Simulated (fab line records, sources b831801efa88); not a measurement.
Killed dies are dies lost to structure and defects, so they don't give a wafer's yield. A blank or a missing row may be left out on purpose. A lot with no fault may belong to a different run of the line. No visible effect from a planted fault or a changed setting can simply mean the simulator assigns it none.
fab line records / flow sky130
[record] lots = 13 wafers = 39 last_day = 50
route steps=708 shown LDD_P@263 LDD_HVP@287 LDD_LDN@298 POLY_CUT@316 PAD_OPEN@708
lots untouched by any fault: they come from a run of this same line in which no faults occurred
start_h: start of the lot's first displayed wafer, in hours after the record's first day / wait_h: how many hours have passed since the lot's step before this one / " unchanged from the row above / L1.1+2: a row that stands for several wafers / - no value, or no start was given / * or withheld: withheld / < > ~ a bound
route shown NAME@n: names a module that has steps shown in the file, with the first one's number in the route / usual: mean/standard deviation of fault-free wafers / same: alike in all rows / chamber/n: place in a boat / sites: each site's reading / _std_site: their standard deviation / _edge_site: inner sites' mean taken away from outer sites' mean / radius_mm: for every site, how far away it sits from the centre of the wafer / mask NAME#n: copy n / behind: the tool/chamber that last shaped the wafer / hold: reason for holding the lot/hours on hold/outcome of the hold / device: the transistor (n, p or np) that didn't switch / end of line: tests of these same wafers at the route's end / a step given without rows: its recipe and nothing more / killed: count of dies lost to structure and defects at first sort (not the wafer's yield) / map: per-die view of a wafer (x killed, . not killed, _ where there is no die)
set.NAME: the setting as run; set.NAME@STEP: as run at that earlier step / model.NAME: the simulator's own value behind a step, which no gauge read
one table for each step of the route and one row for each wafer, over a sample of lots
services: a tool's chamber out of use, with start hour (start_h, from the record's first day; less than 0 if before it), hours out, and reason
[[steps]]
[step SKY_LDD_P_OVL_MEAS_08]
[usual] LDD_P_OVL = -0.8/1.7
lot.wafer=L604.1 tool=overlay-02 chamber=- start_h=433.81 wait_h=0.1 LDD_P_OVL[nm]=-2.6
lot.wafer=L604.4 tool=overlay-02 chamber=- start_h=433.81 wait_h=0.1 LDD_P_OVL[nm]=-1.6
lot.wafer=L604.6 tool=overlay-02 chamber=- start_h=433.81 wait_h=0.1 LDD_P_OVL[nm]=-3.5
lot.wafer=L606.3 tool=overlay-01 chamber=- start_h=463.12 wait_h=0.1 LDD_P_OVL[nm]=-1.5
lot.wafer=L606.4 tool=overlay-01 chamber=- start_h=463.12 wait_h=0.1 LDD_P_OVL[nm]=-1.4
lot.wafer=L606.5 tool=overlay-01 chamber=- start_h=463.12 wait_h=0.1 LDD_P_OVL[nm]=-3.7
lot.wafer=L607.3 tool=overlay-02 chamber=- start_h=464.22 wait_h=0.1 LDD_P_OVL[nm]=0.5
lot.wafer=L607.4 tool=overlay-02 chamber=- start_h=464.22 wait_h=0.1 LDD_P_OVL[nm]=0.3
lot.wafer=L607.6 tool=overlay-02 chamber=- start_h=464.22 wait_h=0.1 LDD_P_OVL[nm]=2.2
lot.wafer=L608.2 tool=overlay-01 chamber=- start_h=472.17 wait_h=0.1 LDD_P_OVL[nm]=0.3
lot.wafer=L608.3 tool=overlay-01 chamber=- start_h=472.17 wait_h=0.1 LDD_P_OVL[nm]=-0.2
lot.wafer=L608.4 tool=overlay-01 chamber=- start_h=472.17 wait_h=0.1 LDD_P_OVL[nm]=-0.4
lot.wafer=L609.1 tool=overlay-02 chamber=- start_h=482.16 wait_h=0.1 LDD_P_OVL[nm]=1.2
lot.wafer=L609.3 tool=overlay-02 chamber=- start_h=482.16 wait_h=0.1 LDD_P_OVL[nm]=1.0
lot.wafer=L609.6 tool=overlay-02 chamber=- start_h=482.16 wait_h=0.1 LDD_P_OVL[nm]=0.3
lot.wafer=L610.3 tool=overlay-02 chamber=- start_h=492.25 wait_h=0.1 LDD_P_OVL[nm]=3.1
lot.wafer=L610.5 tool=overlay-02 chamber=- start_h=492.25 wait_h=0.1 LDD_P_OVL[nm]=-0.1
lot.wafer=L610.6 tool=overlay-02 chamber=- start_h=492.25 wait_h=0.1 LDD_P_OVL[nm]=0.5
lot.wafer=L612.2 tool=overlay-01 chamber=- start_h=502.62 wait_h=0.1 LDD_P_OVL[nm]=-3.2
lot.wafer=L612.4 tool=overlay-01 chamber=- start_h=502.62 wait_h=0.1 LDD_P_OVL[nm]=-3.2
lot.wafer=L612.5 tool=overlay-01 chamber=- start_h=502.62 wait_h=0.1 LDD_P_OVL[nm]=-5.3
lot.wafer=L613.2 tool=overlay-02 chamber=- start_h=509.05 wait_h=0.1 LDD_P_OVL[nm]=-1.5
lot.wafer=L613.4 tool=overlay-02 chamber=- start_h=509.05 wait_h=0.1 LDD_P_OVL[nm]=-0.3
lot.wafer=L613.5 tool=overlay-02 chamber=- start_h=509.05 wait_h=0.1 LDD_P_OVL[nm]=-1.3
lot.wafer=L615.3 tool=overlay-01 chamber=- start_h=528.80 wait_h=0.1 LDD_P_OVL[nm]=-1.6
lot.wafer=L615.4 tool=overlay-01 chamber=- start_h=528.80 wait_h=0.1 LDD_P_OVL[nm]=-1.7
lot.wafer=L615.5 tool=overlay-01 chamber=- start_h=528.80 wait_h=0.1 LDD_P_OVL[nm]=-0.5
lot.wafer=L617.2 tool=overlay-02 chamber=- start_h=546.42 wait_h=0.1 LDD_P_OVL[nm]=-0.2
lot.wafer=L617.3 tool=overlay-02 chamber=- start_h=546.42 wait_h=0.1 LDD_P_OVL[nm]=-2.1
lot.wafer=L617.4 tool=overlay-02 chamber=- start_h=546.42 wait_h=0.1 LDD_P_OVL[nm]=-1.5
lot.wafer=L618.3 tool=overlay-01 chamber=- start_h=555.17 wait_h=0.1 LDD_P_OVL[nm]=0.0
lot.wafer=L618.4 tool=overlay-01 chamber=- start_h=555.17 wait_h=0.1 LDD_P_OVL[nm]=0.4
lot.wafer=L618.5 tool=overlay-01 chamber=- start_h=555.17 wait_h=0.1 LDD_P_OVL[nm]=0.5
lot.wafer=L622.2 tool=overlay-01 chamber=- start_h=587.84 wait_h=0.1 LDD_P_OVL[nm]=-0.8
lot.wafer=L622.3 tool=overlay-01 chamber=- start_h=587.84 wait_h=0.1 LDD_P_OVL[nm]=1.1
lot.wafer=L622.4 tool=overlay-01 chamber=- start_h=587.84 wait_h=0.1 LDD_P_OVL[nm]=-0.5
lot.wafer=L625.1 tool=overlay-02 chamber=- start_h=614.31 wait_h=0.1 LDD_P_OVL[nm]=-0.7
lot.wafer=L625.4 tool=overlay-02 chamber=- start_h=614.31 wait_h=0.1 LDD_P_OVL[nm]=-3.3
lot.wafer=L625.5 tool=overlay-02 chamber=- start_h=614.31 wait_h=0.1 LDD_P_OVL[nm]=-0.5
[step SKY_LDD_HVP_STRIP_09]
[recipe] chemistry = O2/N2 power_w = 1400 pressure_mtorr = 1500 platen_temp_c = withheld o2_flow_sccm = 3000 n2_flow_sccm = 300 overash_fraction = 0.5
[usual] drypump_motor_current_A = 5.57/0.12 oes_product_au = 0.409/0.0045 strip_time_to_endpoint_s = 4.141/0.014
lot.wafer=L604.1 tool=plasma_asher-03 chamber=0 start_h=496.56 wait_h=0.1 drypump_motor_current_A=5.61 oes_product_au=0.408 rf_hours_counter_h=7 strip_time_to_endpoint_s=4.143
lot.wafer=L604.4 tool=plasma_asher-03 chamber=1 start_h=496.56 wait_h=0.1 drypump_motor_current_A=5.68 oes_product_au=0.413 rf_hours_counter_h=- strip_time_to_endpoint_s=4.149
lot.wafer=L604.6 tool=plasma_asher-03 chamber=1 start_h=496.56 wait_h=0.1 drypump_motor_current_A=5.67 oes_product_au=0.405 rf_hours_counter_h=- strip_time_to_endpoint_s=4.145
lot.wafer=L606.3 tool=plasma_asher-03 chamber=0 start_h=524.75 wait_h=0.1 drypump_motor_current_A=5.65 oes_product_au=0.406 rf_hours_counter_h=- strip_time_to_endpoint_s=4.117
lot.wafer=L606.4 tool=plasma_asher-03 chamber=1 start_h=524.75 wait_h=0.1 drypump_motor_current_A=5.67 oes_product_au=0.410 rf_hours_counter_h=- strip_time_to_endpoint_s=4.134
lot.wafer=L606.5 tool=plasma_asher-03 chamber=0 start_h=524.75 wait_h=0.1 drypump_motor_current_A=5.65 oes_product_au=0.410 rf_hours_counter_h=- strip_time_to_endpoint_s=4.133
lot.wafer=L607.3 tool=plasma_asher-04 chamber=1 start_h=525.59 wait_h=0.1 drypump_motor_current_A=5.41 oes_product_au=0.413 rf_hours_counter_h=- strip_time_to_endpoint_s=4.131
lot.wafer=L607.4 tool=plasma_asher-04 chamber=0 start_h=525.59 wait_h=0.1 drypump_motor_current_A=5.70 oes_product_au=0.410 rf_hours_counter_h=- strip_time_to_endpoint_s=4.146
lot.wafer=L607.6 tool=plasma_asher-04 chamber=1 start_h=525.59 wait_h=0.1 drypump_motor_current_A=5.44 oes_product_au=0.402 rf_hours_counter_h=- strip_time_to_endpoint_s=4.157
lot.wafer=L608.2 tool=plasma_asher-03 chamber=1 start_h=533.46 wait_h=0.1 drypump_motor_current_A=5.68 oes_product_au=0.410 rf_hours_counter_h=11 strip_time_to_endpoint_s=4.151
lot.wafer=L608.3 tool=plasma_asher-03 chamber=0 start_h=533.46 wait_h=0.1 drypump_motor_current_A=5.67 oes_product_au=0.414 rf_hours_counter_h=- strip_time_to_endpoint_s=4.168
lot.wafer=L608.4 tool=plasma_asher-03 chamber=1 start_h=533.46 wait_h=0.1 drypump_motor_current_A=5.67 oes_product_au=0.412 rf_hours_counter_h=- strip_time_to_endpoint_s=4.153
lot.wafer=L609.1 tool=plasma_asher-03 chamber=0 start_h=544.16 wait_h=0.1 drypump_motor_current_A=5.57 oes_product_au=0.400 rf_hours_counter_h=12 strip_time_to_endpoint_s=4.148
lot.wafer=L609.3 tool=plasma_asher-03 chamber=0 start_h=544.16 wait_h=0.1 drypump_motor_current_A=5.62 oes_product_au=0.408 rf_hours_counter_h=- strip_time_to_endpoint_s=4.132
lot.wafer=L609.6 tool=plasma_asher-03 chamber=0 start_h=544.16 wait_h=0.1 drypump_motor_current_A=5.63 oes_product_au=0.410 rf_hours_counter_h=- strip_time_to_endpoint_s=4.125
lot.wafer=L610.3 tool=plasma_asher-02 chamber=1 start_h=553.05 wait_h=0.1 drypump_motor_current_A=5.59 oes_product_au=0.413 rf_hours_counter_h=- strip_time_to_endpoint_s=4.147
lot.wafer=L610.5 tool=plasma_asher-02 chamber=0 start_h=553.05 wait_h=0.1 drypump_motor_current_A=5.35 oes_product_au=0.404 rf_hours_counter_h=- strip_time_to_endpoint_s=4.149
lot.wafer=L610.6 tool=plasma_asher-02 chamber=1 start_h=553.05 wait_h=0.1 drypump_motor_current_A=5.58 oes_product_au=0.408 rf_hours_counter_h=- strip_time_to_endpoint_s=4.150
lot.wafer=L612.2 tool=plasma_asher-02 chamber=0 start_h=563.11 wait_h=0.1 drypump_motor_current_A=5.36 oes_product_au=0.410 rf_hours_counter_h=74 strip_time_to_endpoint_s=4.143
lot.wafer=L612.4 tool=plasma_asher-02 chamber=1 start_h=563.11 wait_h=0.1 drypump_motor_current_A=5.58 oes_product_au=0.405 rf_hours_counter_h=- strip_time_to_endpoint_s=4.120
lot.wafer=L612.5 tool=plasma_asher-02 chamber=0 start_h=563.11 wait_h=0.1 drypump_motor_current_A=5.36 oes_product_au=0.411 rf_hours_counter_h=- strip_time_to_endpoint_s=4.136
lot.wafer=L613.2 tool=plasma_asher-04 chamber=1 start_h=569.41 wait_h=0.1 drypump_motor_current_A=5.43 oes_product_au=0.404 rf_hours_counter_h=45 strip_time_to_endpoint_s=4.131
lot.wafer=L613.4 tool=plasma_asher-04 chamber=1 start_h=569.41 wait_h=0.1 drypump_motor_current_A=5.42 oes_product_au=0.418 rf_hours_counter_h=- strip_time_to_endpoint_s=4.172
lot.wafer=L613.5 tool=plasma_asher-04 chamber=1 start_h=569.41 wait_h=0.1 drypump_motor_current_A=5.41 oes_product_au=0.405 rf_hours_counter_h=- strip_time_to_endpoint_s=4.145
lot.wafer=L615.3 tool=plasma_asher-03 chamber=0 start_h=588.69 wait_h=0.1 drypump_motor_current_A=5.62 oes_product_au=0.405 rf_hours_counter_h=- strip_time_to_endpoint_s=4.159
lot.wafer=L615.4 tool=plasma_asher-03 chamber=1 start_h=588.69 wait_h=0.1 drypump_motor_current_A=5.69 oes_product_au=0.405 rf_hours_counter_h=- strip_time_to_endpoint_s=4.140
lot.wafer=L615.5 tool=plasma_asher-03 chamber=1 start_h=588.69 wait_h=0.1 drypump_motor_current_A=5.69 oes_product_au=0.402 rf_hours_counter_h=- strip_time_to_endpoint_s=4.133
lot.wafer=L617.2 tool=plasma_asher-02 chamber=0 start_h=605.87 wait_h=0.1 drypump_motor_current_A=5.34 oes_product_au=0.417 rf_hours_counter_h=79 strip_time_to_endpoint_s=4.134
lot.wafer=L617.3 tool=plasma_asher-02 chamber=1 start_h=605.87 wait_h=0.1 drypump_motor_current_A=5.60 oes_product_au=0.414 rf_hours_counter_h=- strip_time_to_endpoint_s=4.137
lot.wafer=L617.4 tool=plasma_asher-02 chamber=0 start_h=605.87 wait_h=0.1 drypump_motor_current_A=5.35 oes_product_au=0.411 rf_hours_counter_h=- strip_time_to_endpoint_s=4.156
lot.wafer=L618.3 tool=plasma_asher-03 chamber=1 start_h=613.34 wait_h=0.1 drypump_motor_current_A=5.66 oes_product_au=0.415 rf_hours_counter_h=- strip_time_to_endpoint_s=4.136
lot.wafer=L618.4 tool=plasma_asher-03 chamber=0 start_h=613.34 wait_h=0.1 drypump_motor_current_A=5.64 oes_product_au=0.408 rf_hours_counter_h=- strip_time_to_endpoint_s=4.153
lot.wafer=L618.5 tool=plasma_asher-03 chamber=0 start_h=613.34 wait_h=0.1 drypump_motor_current_A=5.62 oes_product_au=0.398 rf_hours_counter_h=- strip_time_to_endpoint_s=4.135
lot.wafer=L622.2 tool=plasma_asher-02 chamber=0 start_h=645.57 wait_h=0.1 drypump_motor_current_A=5.37 oes_product_au=0.406 rf_hours_counter_h=83 strip_time_to_endpoint_s=4.124
lot.wafer=L622.3 tool=plasma_asher-02 chamber=1 start_h=645.57 wait_h=0.1 drypump_motor_current_A=5.58 oes_product_au=0.412 rf_hours_counter_h=- strip_time_to_endpoint_s=4.129
lot.wafer=L622.4 tool=plasma_asher-02 chamber=0 start_h=645.57 wait_h=0.1 drypump_motor_current_A=5.36 oes_product_au=0.413 rf_hours_counter_h=- strip_time_to_endpoint_s=4.110
lot.wafer=L625.1 tool=plasma_asher-04 chamber=0 start_h=671.87 wait_h=0.1 drypump_motor_current_A=5.68 oes_product_au=0.410 rf_hours_counter_h=55 strip_time_to_endpoint_s=4.126
lot.wafer=L625.4 tool=plasma_asher-04 chamber=0 start_h=671.87 wait_h=0.1 drypump_motor_current_A=5.66 oes_product_au=0.410 rf_hours_counter_h=- strip_time_to_endpoint_s=4.166
lot.wafer=L625.5 tool=plasma_asher-04 chamber=0 start_h=671.87 wait_h=0.1 drypump_motor_current_A=5.68 oes_product_au=0.407 rf_hours_counter_h=- strip_time_to_endpoint_s=4.158
[step SKY_LDD_LDN_IMPLANT_09]
[recipe] species = As energy_kev = 15 dose_cm2 = 1.25e+13 tilt_deg = withheld rotation_deg = 113
lot.wafer=L604.1+4+6 tool=implanter-02 chamber=0 start_h=527.51 wait_h=0.1
lot.wafer=L606.3+4+5 tool=implanter-04 chamber=0 start_h=555.11 wait_h=0.1
lot.wafer=L607.3+4+6 tool=implanter-02 chamber=0 start_h=556.31 wait_h=0.1
lot.wafer=L608.2+3+4 tool=implanter-02 chamber=0 start_h=563.68 wait_h=0.1
lot.wafer=L609.1+3+6 tool=implanter-03 chamber=0 start_h=574.13 wait_h=0.1
lot.wafer=L610.3+5+6 tool=implanter-03 chamber=0 start_h=582.55 wait_h=0.1
lot.wafer=L612.2+4+5 tool=implanter-02 chamber=0 start_h=592.99 wait_h=0.1
lot.wafer=L613.2+4+5 tool=implanter-02 chamber=0 start_h=598.50 wait_h=0.1
lot.wafer=L613.2+4+5 tool=implanter-02 chamber=0 start_h=598.82 wait_h=0.3
lot.wafer=L615.3+4+5 tool=implanter-04 chamber=0 start_h=617.88 wait_h=0.1
lot.wafer=L615.3+4+5 tool=implanter-04 chamber=0 start_h=618.19 wait_h=0.3
lot.wafer=L617.2+3+4 tool=implanter-04 chamber=0 start_h=635.03 wait_h=0.1
lot.wafer=L618.3+4+5 tool=implanter-03 chamber=0 start_h=642.58 wait_h=0.1
lot.wafer=L622.2+3+4 tool=implanter-02 chamber=0 start_h=674.89 wait_h=0.1
lot.wafer=L622.2+3+4 tool=implanter-02 chamber=0 start_h=675.20 wait_h=0.3
lot.wafer=L625.1+4+5 tool=implanter-04 chamber=0 start_h=699.08 wait_h=0.1
[step SKY_LDD_LDN_TW_MEAS_13]
[usual] LDD_LDN_TW = 1478/17
lot.wafer=L604.1 tool=film_metro-02 chamber=- start_h=528.06 wait_h=0.1 LDD_LDN_TW=1481
lot.wafer=L604.4 tool=film_metro-02 chamber=- start_h=528.06 wait_h=0.1 LDD_LDN_TW=1470
lot.wafer=L604.6 tool=film_metro-02 chamber=- start_h=528.06 wait_h=0.1 LDD_LDN_TW=1480
lot.wafer=L606.3 tool=film_metro-02 chamber=- start_h=555.63 wait_h=0.1 LDD_LDN_TW=1461
lot.wafer=L606.4 tool=film_metro-02 chamber=- start_h=555.63 wait_h=0.1 LDD_LDN_TW=1457
lot.wafer=L606.5 tool=film_metro-02 chamber=- start_h=555.63 wait_h=0.1 LDD_LDN_TW=1453
lot.wafer=L607.3 tool=film_metro-02 chamber=- start_h=556.83 wait_h=0.1 LDD_LDN_TW=1464
lot.wafer=L607.4 tool=film_metro-02 chamber=- start_h=556.83 wait_h=0.1 LDD_LDN_TW=1459
lot.wafer=L607.6 tool=film_metro-02 chamber=- start_h=556.83 wait_h=0.1 LDD_LDN_TW=1458
lot.wafer=L608.2 tool=film_metro-01 chamber=- start_h=564.22 wait_h=0.1 LDD_LDN_TW=1508
lot.wafer=L608.3 tool=film_metro-01 chamber=- start_h=564.22 wait_h=0.1 LDD_LDN_TW=1498
lot.wafer=L608.4 tool=film_metro-01 chamber=- start_h=564.22 wait_h=0.1 LDD_LDN_TW=1506
lot.wafer=L609.1 tool=film_metro-02 chamber=- start_h=574.68 wait_h=0.1 LDD_LDN_TW=1459
lot.wafer=L609.3 tool=film_metro-02 chamber=- start_h=574.68 wait_h=0.1 LDD_LDN_TW=1453
lot.wafer=L609.6 tool=film_metro-02 chamber=- start_h=574.68 wait_h=0.1 LDD_LDN_TW=1461
lot.wafer=L610.3 tool=film_metro-01 chamber=- start_h=583.07 wait_h=0.1 LDD_LDN_TW=1509
lot.wafer=L610.5 tool=film_metro-01 chamber=- start_h=583.07 wait_h=0.1 LDD_LDN_TW=1506
lot.wafer=L610.6 tool=film_metro-01 chamber=- start_h=583.07 wait_h=0.1 LDD_LDN_TW=1502
lot.wafer=L612.2 tool=film_metro-02 chamber=- start_h=593.52 wait_h=0.1 LDD_LDN_TW=1461
lot.wafer=L612.4 tool=film_metro-02 chamber=- start_h=593.52 wait_h=0.1 LDD_LDN_TW=1468
lot.wafer=L612.5 tool=film_metro-02 chamber=- start_h=593.52 wait_h=0.1 LDD_LDN_TW=1465
lot.wafer=L613.2 tool=film_metro-02 chamber=- start_h=599.35 wait_h=0.1 LDD_LDN_TW=1567
lot.wafer=L613.4 tool=film_metro-02 chamber=- start_h=599.35 wait_h=0.1 LDD_LDN_TW=1566
lot.wafer=L613.5 tool=film_metro-02 chamber=- start_h=599.35 wait_h=0.1 LDD_LDN_TW=1560
lot.wafer=L615.3 tool=film_metro-03 chamber=- start_h=618.71 wait_h=0.1 LDD_LDN_TW=1561
lot.wafer=L615.4 tool=film_metro-03 chamber=- start_h=618.71 wait_h=0.1 LDD_LDN_TW=1571
lot.wafer=L615.5 tool=film_metro-03 chamber=- start_h=618.71 wait_h=0.1 LDD_LDN_TW=1560
lot.wafer=L617.2 tool=film_metro-03 chamber=- start_h=635.56 wait_h=0.1 LDD_LDN_TW=1464
lot.wafer=L617.3 tool=film_metro-03 chamber=- start_h=635.56 wait_h=0.1 LDD_LDN_TW=1469
lot.wafer=L617.4 tool=film_metro-03 chamber=- start_h=635.56 wait_h=0.1 LDD_LDN_TW=1474
lot.wafer=L618.3 tool=film_metro-01 chamber=- start_h=643.10 wait_h=0.1 LDD_LDN_TW=1498
lot.wafer=L618.4 tool=film_metro-01 chamber=- start_h=643.10 wait_h=0.1 LDD_LDN_TW=1497
lot.wafer=L618.5 tool=film_metro-01 chamber=- start_h=643.10 wait_h=0.1 LDD_LDN_TW=1505
lot.wafer=L622.2 tool=film_metro-03 chamber=- start_h=675.77 wait_h=0.1 LDD_LDN_TW=1566
lot.wafer=L622.3 tool=film_metro-03 chamber=- start_h=675.77 wait_h=0.1 LDD_LDN_TW=1567
lot.wafer=L622.4 tool=film_metro-03 chamber=- start_h=675.77 wait_h=0.1 LDD_LDN_TW=1567
lot.wafer=L625.1 tool=film_metro-03 chamber=- start_h=699.63 wait_h=0.1 LDD_LDN_TW=1472
lot.wafer=L625.4 tool=film_metro-03 chamber=- start_h=699.63 wait_h=0.1 LDD_LDN_TW=1471
lot.wafer=L625.5 tool=film_metro-03 chamber=- start_h=699.63 wait_h=0.1 LDD_LDN_TW=1478
[step SKY_POLY_CUT_OVL_MEAS_09]
[usual] POLY_CUT_OVL = 2/5.2
lot.wafer=L604.1 tool=overlay-01 chamber=- start_h=559.56 wait_h=0.1 POLY_CUT_OVL[nm]=6
lot.wafer=L604.4 tool=overlay-01 chamber=- start_h=559.56 wait_h=0.1 POLY_CUT_OVL[nm]=8
lot.wafer=L604.6 tool=overlay-01 chamber=- start_h=559.56 wait_h=0.1 POLY_CUT_OVL[nm]=8
lot.wafer=L606.3 tool=overlay-02 chamber=- start_h=586.12 wait_h=0.1 POLY_CUT_OVL[nm]=9
lot.wafer=L606.4 tool=overlay-02 chamber=- start_h=586.12 wait_h=0.1 POLY_CUT_OVL[nm]=4
lot.wafer=L606.5 tool=overlay-02 chamber=- start_h=586.12 wait_h=0.1 POLY_CUT_OVL[nm]=6
lot.wafer=L607.3 tool=overlay-02 chamber=- start_h=587.67 wait_h=0.1 POLY_CUT_OVL[nm]=4
lot.wafer=L607.4 tool=overlay-02 chamber=- start_h=587.67 wait_h=0.1 POLY_CUT_OVL[nm]=0
lot.wafer=L607.6 tool=overlay-02 chamber=- start_h=587.67 wait_h=0.1 POLY_CUT_OVL[nm]=0
lot.wafer=L608.2 tool=overlay-02 chamber=- start_h=595.81 wait_h=0.1 POLY_CUT_OVL[nm]=2
lot.wafer=L608.3 tool=overlay-02 chamber=- start_h=595.81 wait_h=0.1 POLY_CUT_OVL[nm]=-2
lot.wafer=L608.4 tool=overlay-02 chamber=- start_h=595.81 wait_h=0.1 POLY_CUT_OVL[nm]=1
lot.wafer=L609.1 tool=overlay-02 chamber=- start_h=606.76 wait_h=0.1 POLY_CUT_OVL[nm]=0
lot.wafer=L609.3 tool=overlay-02 chamber=- start_h=606.76 wait_h=0.1 POLY_CUT_OVL[nm]=-2
lot.wafer=L609.6 tool=overlay-02 chamber=- start_h=606.76 wait_h=0.1 POLY_CUT_OVL[nm]=-4
lot.wafer=L610.3 tool=overlay-01 chamber=- start_h=612.82 wait_h=0.1 POLY_CUT_OVL[nm]=2
lot.wafer=L610.5 tool=overlay-01 chamber=- start_h=612.82 wait_h=0.1 POLY_CUT_OVL[nm]=6
lot.wafer=L610.6 tool=overlay-01 chamber=- start_h=612.82 wait_h=0.1 POLY_CUT_OVL[nm]=2
lot.wafer=L612.2 tool=overlay-02 chamber=- start_h=624.12 wait_h=0.1 POLY_CUT_OVL[nm]=7
lot.wafer=L612.4 tool=overlay-02 chamber=- start_h=624.12 wait_h=0.1 POLY_CUT_OVL[nm]=10
lot.wafer=L612.5 tool=overlay-02 chamber=- start_h=624.12 wait_h=0.1 POLY_CUT_OVL[nm]=8
lot.wafer=L613.2 tool=overlay-01 chamber=- start_h=629.97 wait_h=0.1 POLY_CUT_OVL[nm]=-3
lot.wafer=L613.4 tool=overlay-01 chamber=- start_h=629.97 wait_h=0.1 POLY_CUT_OVL[nm]=1
lot.wafer=L613.5 tool=overlay-01 chamber=- start_h=629.97 wait_h=0.1 POLY_CUT_OVL[nm]=5
lot.wafer=L615.3 tool=overlay-02 chamber=- start_h=648.42 wait_h=0.1 POLY_CUT_OVL[nm]=0
lot.wafer=L615.4 tool=overlay-02 chamber=- start_h=648.42 wait_h=0.1 POLY_CUT_OVL[nm]=-5
lot.wafer=L615.5 tool=overlay-02 chamber=- start_h=648.42 wait_h=0.1 POLY_CUT_OVL[nm]=-4
lot.wafer=L617.2 tool=overlay-01 chamber=- start_h=665.87 wait_h=0.1 POLY_CUT_OVL[nm]=2
lot.wafer=L617.3 tool=overlay-01 chamber=- start_h=665.87 wait_h=0.1 POLY_CUT_OVL[nm]=0
lot.wafer=L617.4 tool=overlay-01 chamber=- start_h=665.87 wait_h=0.1 POLY_CUT_OVL[nm]=7
lot.wafer=L618.3 tool=overlay-02 chamber=- start_h=672.87 wait_h=0.1 POLY_CUT_OVL[nm]=3
lot.wafer=L618.4 tool=overlay-02 chamber=- start_h=672.87 wait_h=0.1 POLY_CUT_OVL[nm]=2
lot.wafer=L618.5 tool=overlay-02 chamber=- start_h=672.87 wait_h=0.1 POLY_CUT_OVL[nm]=0
lot.wafer=L622.2 tool=overlay-01 chamber=- start_h=704.92 wait_h=0.1 POLY_CUT_OVL[nm]=10
lot.wafer=L622.3 tool=overlay-01 chamber=- start_h=704.92 wait_h=0.1 POLY_CUT_OVL[nm]=11
lot.wafer=L622.4 tool=overlay-01 chamber=- start_h=704.92 wait_h=0.1 POLY_CUT_OVL[nm]=11
lot.wafer=L625.1 tool=overlay-01 chamber=- start_h=730.01 wait_h=0.1 POLY_CUT_OVL[nm]=9
lot.wafer=L625.4 tool=overlay-01 chamber=- start_h=730.01 wait_h=0.1 POLY_CUT_OVL[nm]=6
lot.wafer=L625.5 tool=overlay-01 chamber=- start_h=730.01 wait_h=0.1 POLY_CUT_OVL[nm]=4
[step SKY_PAD_OPEN_PROBE_99]
[usual] killed_at_M0_to_M3 = 43/6.5 killed_at_M4_up = 3.2/1.8 killed_at_contacts = 26/5.2 killed_at_front_end = 16/4.8 killed_at_other = 0.3/0.6 killed_dies = 89/9.6 killed_open = 48/7.1 killed_short = 40/6.4
[same] gross_dies = 492 killed_at_back_side = 0
lot.wafer=L622.3 tool=prober-01 chamber=- start_h=1174.85 wait_h=0.2 killed_at_M0_to_M3=39 killed_at_M4_up=4 killed_at_contacts=28 killed_at_front_end=21 killed_at_other=1 killed_dies=93 killed_open=52 killed_short=41
// killed by level:class
L622.3 VIA1:geometric_particle:open=13 POLY_GATE:geometric_particle:short=9 CONTACT:geometric_particle:open=9 CONTACT:geometric_particle:short=7 LI_CONTACT:geometric_particle:open=6 POLY_GATE:geometric_particle:open=5 METAL1:geometric_particle:short=4 VIA1:geometric_particle:short=4
[[services]]
tool=implanter-04 chamber=- start_h=498.40 hours=3.6 kind=pm
tool=plasma_asher-04 chamber=- start_h=507.72 hours=1.7 kind=repair
tool=implanter-02 chamber=- start_h=518.29 hours=2.3 kind=pm
tool=implanter-02 chamber=- start_h=525.32 hours=2.0 kind=repair
tool=implanter-04 chamber=- start_h=536.65 hours=9.3 kind=repair
tool=plasma_asher-04 chamber=- start_h=540.73 hours=5.8 kind=repair
tool=implanter-02 chamber=- start_h=550.36 hours=1.5 kind=repair
tool=implanter-02 chamber=- start_h=581.85 hours=2.2 kind=repair
tool=implanter-02 chamber=- start_h=586.64 hours=0.6 kind=repair
tool=plasma_asher-02 chamber=- start_h=602.70 hours=2.5 kind=repair
tool=implanter-03 chamber=- start_h=626.55 hours=3.4 kind=pm
tool=plasma_asher-04 chamber=- start_h=652.06 hours=2.8 kind=pm
tool=implanter-02 chamber=- start_h=655.00 hours=2.4 kind=repair
tool=plasma_asher-03 chamber=- start_h=659.67 hours=0.4 kind=repair
tool=implanter-04 chamber=- start_h=666.75 hours=2.7 kind=repair
tool=plasma_asher-03 chamber=- start_h=692.33 hours=14.6 kind=pm
[[key]]
[first_sign] step = SKY_LDD_LDN_IMPLANT_09 reading = visit direction = added
[effect] step = SKY_LDD_LDN_TW_MEAS_13 reading = LDD_LDN_TW direction = up sigmas = 5.2 usual = 1478 struck = 1565
met_at SKY_LDD_LDN_IMPLANT_09
struck_lots L613,L615,L622
tester_left_out L613,L615,L622
not_acting_at SKY_LDD_P_OVL_MEAS_08,SKY_LDD_HVP_STRIP_09,SKY_POLY_CUT_OVL_MEAS_09
[fault] kind = repeated_step_whole tool = implanter-02,implanter-03,implanter-04 chamber = - onset_h = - steps = SKY_LDD_LDN_IMPLANT_09 times = 1 scope = struck_lots_only
// tester_left_out: of these lots the tester's yield and bins aren't shown, on N5 and GAA mostly nor the transistor test; their killed dies are dies lost to structure and defects alone, not to doping, threshold or leakage, so they don't give the yield
